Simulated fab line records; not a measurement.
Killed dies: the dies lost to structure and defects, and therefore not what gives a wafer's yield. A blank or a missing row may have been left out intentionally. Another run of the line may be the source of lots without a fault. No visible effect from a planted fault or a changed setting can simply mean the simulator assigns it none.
Which tool was responsible? || flow sky130 || 13 lots with 39 wafers sampled at 5 steps, on a route of 708 steps

## WHAT THE GAUGES READ, wafer by wafer
SKY_FIELD_ISO_THK_MEAS_04. Usual: FIELD_ISO_CVD_03_THK gives 159.3 nm (standard deviation 1.4).
{"lot": "L374", "measured": "day 2 12:19", "on": "filmMetro-03", "FIELD_ISO_CVD_03_THK (nm)": "159.8 159.6 159.8", "flag": ""}
{"lot": "L377", "measured": "day 2 12:22", "on": "filmMetro-03", "FIELD_ISO_CVD_03_THK (nm)": "157.9 159.2 159.7", "flag": ""}
{"lot": "L380", "measured": "day 2 20:52", "on": "filmMetro-04", "FIELD_ISO_CVD_03_THK (nm)": "160.1 161.0 160.7", "flag": ""}
{"lot": "L382", "measured": "day 3 05:30", "on": "filmMetro-03", "FIELD_ISO_CVD_03_THK (nm)": "159.8 158.5 159.8", "flag": ""}
{"lot": "L384", "measured": "day 3 16:42", "on": "filmMetro-03", "FIELD_ISO_CVD_03_THK (nm)": "161.9 160.6 162.2", "flag": ""}
{"lot": "L385", "measured": "day 3 23:14", "on": "filmMetro-03", "FIELD_ISO_CVD_03_THK (nm)": "157.1 157.6 158.4", "flag": ""}
{"lot": "L387", "measured": "day 4 06:30", "on": "filmMetro-01", "FIELD_ISO_CVD_03_THK (nm)": "160.7 158.7 161.3", "flag": ""}
{"lot": "L388", "measured": "day 4 13:36", "on": "filmMetro-01", "FIELD_ISO_CVD_03_THK (nm)": "160.8 161.1 159.3", "flag": ""}
{"lot": "L389", "measured": "day 4 16:30", "on": "filmMetro-03", "FIELD_ISO_CVD_03_THK (nm)": "161.2 159.7 158.8", "flag": ""}
{"lot": "L394", "measured": "day 5 19:09", "on": "filmMetro-04", "FIELD_ISO_CVD_03_THK (nm)": "159.3 158.7 158.4", "flag": ""}
{"lot": "L395", "measured": "day 5 22:31", "on": "filmMetro-04", "FIELD_ISO_CVD_03_THK (nm)": "161.2 161.0 160.8", "flag": ""}
{"lot": "L396", "measured": "day 6 04:12", "on": "filmMetro-04", "FIELD_ISO_CVD_03_THK (nm)": "160.2 158.0 159.7", "flag": ""}
{"lot": "L397", "measured": "day 6 09:42", "on": "filmMetro-04", "FIELD_ISO_CVD_03_THK (nm)": "156.4 157.1 157.4", "flag": ""}

SKY_PWDE_OVL_MEAS_07. Usual: PWDE_OVL gives 0.9 nm (standard deviation 1.5).
{"lot": "L374", "measured": "day 4 20:42", "on": "overlay-01", "PWDE_OVL (nm)": "1.7 -0.2 -0.5", "flag": ""}
{"lot": "L377", "measured": "day 4 22:42", "on": "overlay-01", "PWDE_OVL (nm)": "-1.0 1.4 1.4", "flag": ""}
{"lot": "L380", "measured": "day 5 09:13", "on": "overlay-02", "PWDE_OVL (nm)": "3.6 3.1 2.8", "flag": ""}
{"lot": "L382", "measured": "day 5 18:51", "on": "overlay-01", "PWDE_OVL (nm)": "2.1 1.0 2.0", "flag": ""}
{"lot": "L384", "measured": "day 6 05:51", "on": "overlay-01", "PWDE_OVL (nm)": "0.1 1.4 1.7", "flag": ""}
{"lot": "L385", "measured": "day 6 11:56", "on": "overlay-01", "PWDE_OVL (nm)": "-2.1 0.1 -1.5", "flag": ""}
{"lot": "L387", "measured": "day 6 20:49", "on": "overlay-02", "PWDE_OVL (nm)": "0.7 -0.2 2.6", "flag": ""}
{"lot": "L388", "measured": "day 7 04:43", "on": "overlay-01", "PWDE_OVL (nm)": "0.8 0.3 0.8", "flag": ""}
{"lot": "L389", "measured": "day 7 08:15", "on": "overlay-01", "PWDE_OVL (nm)": "0.1 -1.5 -0.2", "flag": ""}
{"lot": "L394", "measured": "day 8 17:10", "on": "overlay-02", "PWDE_OVL (nm)": "3.5 0.7 0.6", "flag": ""}
{"lot": "L395", "measured": "day 8 18:40", "on": "overlay-02", "PWDE_OVL (nm)": "3.1 -0.6 0.4", "flag": ""}
{"lot": "L396", "measured": "day 9 03:20", "on": "overlay-02", "PWDE_OVL (nm)": "0.9 0.5 -0.5", "flag": ""}
{"lot": "L397", "measured": "day 9 06:09", "on": "overlay-01", "PWDE_OVL (nm)": "1.5 2.6 0.3", "flag": ""}

SKY_NWELL_OVL_MEAS_10. Usual: NWELL_00_OVL gives -0.7 nm (standard deviation 1.4).
{"lot": "L374", "measured": "day 5 14:24", "on": "overlay-01", "NWELL_00_OVL (nm)": "-2.3 -1.9 -3.0", "flag": ""}
{"lot": "L377", "measured": "day 5 17:03", "on": "overlay-02", "NWELL_00_OVL (nm)": "-1.5 -2.9 -1.7", "flag": ""}
{"lot": "L380", "measured": "day 6 04:09", "on": "overlay-01", "NWELL_00_OVL (nm)": "-1.5 0.4 -0.9", "flag": ""}
{"lot": "L382", "measured": "day 6 13:45", "on": "overlay-02", "NWELL_00_OVL (nm)": "-0.5 -2.4 0.2", "flag": ""}
{"lot": "L384", "measured": "day 7 00:45", "on": "overlay-01", "NWELL_00_OVL (nm)": "-0.7 -3.1 -0.5", "flag": ""}
{"lot": "L385", "measured": "day 7 07:50", "on": "overlay-01", "NWELL_00_OVL (nm)": "-0.1 1.8 -1.1", "flag": ""}
{"lot": "L387", "measured": "day 7 17:25", "on": "overlay-01", "NWELL_00_OVL (nm)": "0.2 0.4 -1.5", "flag": ""}
{"lot": "L388", "measured": "day 8 01:43", "on": "overlay-01", "NWELL_00_OVL (nm)": "-2.3 -1.5 -1.0", "flag": ""}
{"lot": "L389", "measured": "day 8 05:18", "on": "overlay-01", "NWELL_00_OVL (nm)": "- - -", "flag": "OFF"}
{"lot": "L394", "measured": "day 9 14:18", "on": "overlay-01", "NWELL_00_OVL (nm)": "0.0 0.4 0.7", "flag": ""}
{"lot": "L395", "measured": "day 9 16:16", "on": "overlay-01", "NWELL_00_OVL (nm)": "-3.0 -2.1 -3.9", "flag": ""}
{"lot": "L396", "measured": "day 10 01:09", "on": "overlay-01", "NWELL_00_OVL (nm)": "-1.1 1.5 -2.3", "flag": ""}
{"lot": "L397", "measured": "day 10 04:15", "on": "overlay-01", "NWELL_00_OVL (nm)": "-0.9 -3.3 -1.3", "flag": ""}

SKY_NWELL_TW_MEAS_15. Usual: NWELL_TW gives 1841 (standard deviation 13).
{"lot": "L374", "measured": "day 5 14:59", "on": "filmMetro-01", "NWELL_TW": "1833 1843 1826", "flag": ""}
{"lot": "L377", "measured": "day 5 17:38", "on": "filmMetro-01", "NWELL_TW": "1832 1835 1830", "flag": ""}
{"lot": "L380", "measured": "day 6 04:45", "on": "filmMetro-01", "NWELL_TW": "1854 1838 1843", "flag": ""}
{"lot": "L382", "measured": "day 6 14:23", "on": "filmMetro-02", "NWELL_TW": "1831 1838 1840", "flag": ""}
{"lot": "L384", "measured": "day 7 01:20", "on": "filmMetro-02", "NWELL_TW": "1833 1835 1843", "flag": ""}
{"lot": "L385", "measured": "day 7 08:26", "on": "filmMetro-02", "NWELL_TW": "1839 1839 1847", "flag": ""}
{"lot": "L387", "measured": "day 7 18:01", "on": "filmMetro-01", "NWELL_TW": "1838 1840 1830", "flag": ""}
{"lot": "L388", "measured": "day 8 02:18", "on": "filmMetro-02", "NWELL_TW": "1867 1866 1861", "flag": ""}
{"lot": "L389", "measured": "day 8 05:56", "on": "filmMetro-01", "NWELL_TW": "31 31 31", "flag": "OFF"}
{"lot": "L394", "measured": "day 9 14:53", "on": "filmMetro-02", "NWELL_TW": "1842 1842 1849", "flag": ""}
{"lot": "L395", "measured": "day 9 16:52", "on": "filmMetro-02", "NWELL_TW": "1841 1834 1841", "flag": ""}
{"lot": "L396", "measured": "day 10 01:44", "on": "filmMetro-01", "NWELL_TW": "1855 1858 1850", "flag": ""}
{"lot": "L397", "measured": "day 10 04:50", "on": "filmMetro-03", "NWELL_TW": "1821 1820 1815", "flag": ""}

## TOOL THAT RAN EACH LOT (tool first, then ch and the chambers of the sampled wafers, then the start)
{"lot": "L374", "SKY_NWELL_EXPOSE_07": "ilineStepper-01 ch 0, day 5 05:49"}
{"lot": "L377", "SKY_NWELL_EXPOSE_07": "ilineStepper-01 ch 0, day 5 08:22"}
{"lot": "L380", "SKY_NWELL_EXPOSE_07": "ilineStepper-02 ch 0, day 5 18:11"}
{"lot": "L382", "SKY_NWELL_EXPOSE_07": "ilineStepper-01 ch 0, day 6 05:07"}
{"lot": "L384", "SKY_NWELL_EXPOSE_07": "ilineStepper-01 ch 0, day 6 15:20"}
{"lot": "L385", "SKY_NWELL_EXPOSE_07": "ilineStepper-01 ch 0, day 6 22:02"}
{"lot": "L387", "SKY_NWELL_EXPOSE_07": "ilineStepper-01 ch 0, day 7 06:44"}
{"lot": "L388", "SKY_NWELL_EXPOSE_07": "ilineStepper-02 ch 0, day 7 15:04"}
{"lot": "L389", "SKY_NWELL_EXPOSE_07": "ilineStepper-02 ch 0, day 7 18:55"}
{"lot": "L394", "SKY_NWELL_EXPOSE_07": "ilineStepper-02 ch 0, day 9 03:49"}
{"lot": "L395", "SKY_NWELL_EXPOSE_07": "ilineStepper-02 ch 0, day 9 05:33"}
{"lot": "L396", "SKY_NWELL_EXPOSE_07": "ilineStepper-02 ch 0, day 9 14:30"}
{"lot": "L397", "SKY_NWELL_EXPOSE_07": "ilineStepper-02 ch 0, day 9 17:17"}
- SKY_NWELL_EXPOSE_07: exposes mask NWM, target cd 840 nm.

## WHAT THE TOOLS THEMSELVES READ (means of the sampled wafers that have a number; where no wafer has one, the mark that the record gives instead)
SKY_NWELL_EXPOSE_07. Usual: reticleTempC reads 23.01 C (standard deviation 0.11).
{"lot": "L374", "tool": "ilineStepper-01", "reticleTempC (C)": 22.97, "flag": ""}
{"lot": "L377", "tool": "ilineStepper-01", "reticleTempC (C)": 22.99, "flag": ""}
{"lot": "L380", "tool": "ilineStepper-02", "reticleTempC (C)": 22.89, "flag": ""}
{"lot": "L382", "tool": "ilineStepper-01", "reticleTempC (C)": 23.01, "flag": ""}
{"lot": "L384", "tool": "ilineStepper-01", "reticleTempC (C)": 23.00, "flag": ""}
{"lot": "L385", "tool": "ilineStepper-01", "reticleTempC (C)": 23.12, "flag": ""}
{"lot": "L387", "tool": "ilineStepper-01", "reticleTempC (C)": 23.04, "flag": ""}
{"lot": "L388", "tool": "ilineStepper-02", "reticleTempC (C)": 23.02, "flag": ""}
{"lot": "L389", "tool": "ilineStepper-02", "reticleTempC (C)": 22.99, "flag": ""}
{"lot": "L394", "tool": "ilineStepper-02", "reticleTempC (C)": 23.09, "flag": ""}
{"lot": "L395", "tool": "ilineStepper-02", "reticleTempC (C)": 22.88, "flag": ""}
{"lot": "L396", "tool": "ilineStepper-02", "reticleTempC (C)": 23.05, "flag": ""}
{"lot": "L397", "tool": "ilineStepper-02", "reticleTempC (C)": 22.84, "flag": ""}

## THE ANSWER, worked out from the rows above alone
Rule: take the mean of a lot's wafers that have a number; if it is more than 3 standard deviations from the usual mean, the lot is off. Also off: a lot with no number at a reading for which 4 or more lots have one. The other lots that the step has rows for count as sound. Order of review: gauges by route order, followed by the tools' own readings, for which a lot's mean as printed above is used. At the first step where some lot is off, the reading lying furthest off is the one used; lots without a number count as furthest.
Off: L389, at SKY_NWELL_OVL_MEAS_10 (NWELL_00_OVL). Without a number there: L389.
A tool fits if, at a process step before that reading, it ran every lot that is off, and no sound lot after the first of them. Not tried: the gauges at SKY_NWELL_OVL_MEAS_10; whatever is off there is also off at SKY_NWELL_TW_MEAS_15, on other tools, and gauge error can't account for it. No candidate that was tried fits.

## WHAT WAS PUT IN BY THE SIMULATOR
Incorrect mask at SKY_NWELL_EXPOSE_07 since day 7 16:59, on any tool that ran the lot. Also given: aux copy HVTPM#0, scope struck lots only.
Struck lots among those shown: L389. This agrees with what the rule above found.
